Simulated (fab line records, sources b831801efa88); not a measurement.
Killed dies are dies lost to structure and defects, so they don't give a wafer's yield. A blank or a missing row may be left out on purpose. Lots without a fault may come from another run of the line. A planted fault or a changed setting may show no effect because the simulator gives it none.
Chamber matching | flow gf180mcu | GF_STI_CMP_25 on cmp-02: 4 sister chambers
The step polishes, stops on Si3N4, t overpolish 33 s, target thk 524.6 nm. 14 wafers are shown with their chamber, then 7 later ones without.

WAFERS WITH THEIR CHAMBER
wafer  | chamber | motor_current_A (A) | time_to_endpoint_s (s) | edge_zone_pressure_frac
L879.1 | 1       | 9.6                 | 120                    | 0.998
L879.4 | 3       | 12.7                | 124                    | 1.005
L879.5 | 3       | 12.5                | 122                    | 1.001
L880.2 | 0       | 13.1                | 121                    | 0.994
L880.3 | 3       | 12.0                | 123                    | 1.005
L880.6 | 2       | 11.9                | 125                    | 0.996
L883.1 | 1       | 9.5                 | 122                    | 0.986
L883.4 | 3       | 12.6                | 125                    | 1.003
L883.6 | 2       | 12.5                | 127                    | 1.003
L887.2 | 1       | 9.5                 | 122                    | 0.994
L887.4 | 3       | 12.8                | 127                    | 0.995
L887.6 | 1       | 9.9                 | 121                    | 0.995
L890.1 | 2       | 12.3                | 123                    | 1.007
L890.3 | 1       | 9.8                 | 121                    | 0.999

SIGNATURES (means of the wafers above)
reading                 | chamber 0 | chamber 1 | chamber 2 | chamber 3 | scatter within a chamber
motor_current_A         | 13.100    | 9.660     | 12.233    | 12.520    | 0.266
time_to_endpoint_s      | 121.00    | 121.20    | 125.00    | 124.20    | 1.6
edge_zone_pressure_frac | 0.99400   | 0.99440   | 1.00200   | 1.00180   | 0.00486
Rule: a wafer's distance from a chamber is the root of the sum, over the readings, of the square of ((its reading less the chamber's mean) divided by the reading's scatter). The wafer belongs to the nearest chamber; if the next one is less than 2 further off, it can't be placed. The scatter: the root of (the sum of the squares of (reading less its chamber's mean) over the shown wafers, divided by (wafers less chambers)).

WAFERS WITHOUT THEIR CHAMBER
wafer  | motor_current_A (A) | time_to_endpoint_s (s) | edge_zone_pressure_frac
L890.6 | 11.9                | 121                    | 0.995
L893.1 | 9.6                 | 127                    | 0.996
L893.3 | 11.7                | 128                    | 1.001
L893.6 | 12.2                | 127                    | 0.999
L901.2 | 13.3                | 125                    | 1.007
L901.3 | 11.6                | 126                    | 1.005
L901.4 | 9.8                 | 121                    | 0.999

WHICH CHAMBER EACH WENT THROUGH
wafer  | from the rows above          | in truth
L890.6 | can't be placed: 2 or 3 or 0 | 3
L893.1 | 1                            | 1
L893.3 | can't be placed: 2 or 3      | 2
L893.6 | can't be placed: 2 or 3      | 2
L901.2 | can't be placed: 3 or 0 or 2 | 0
L901.3 | can't be placed: 2 or 3      | 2
L901.4 | 1                            | 1
Placed correctly: 2 of 7. Can't be placed from these rows: 5 (the true chamber is among the candidates in 5). Placed wrongly: 0.
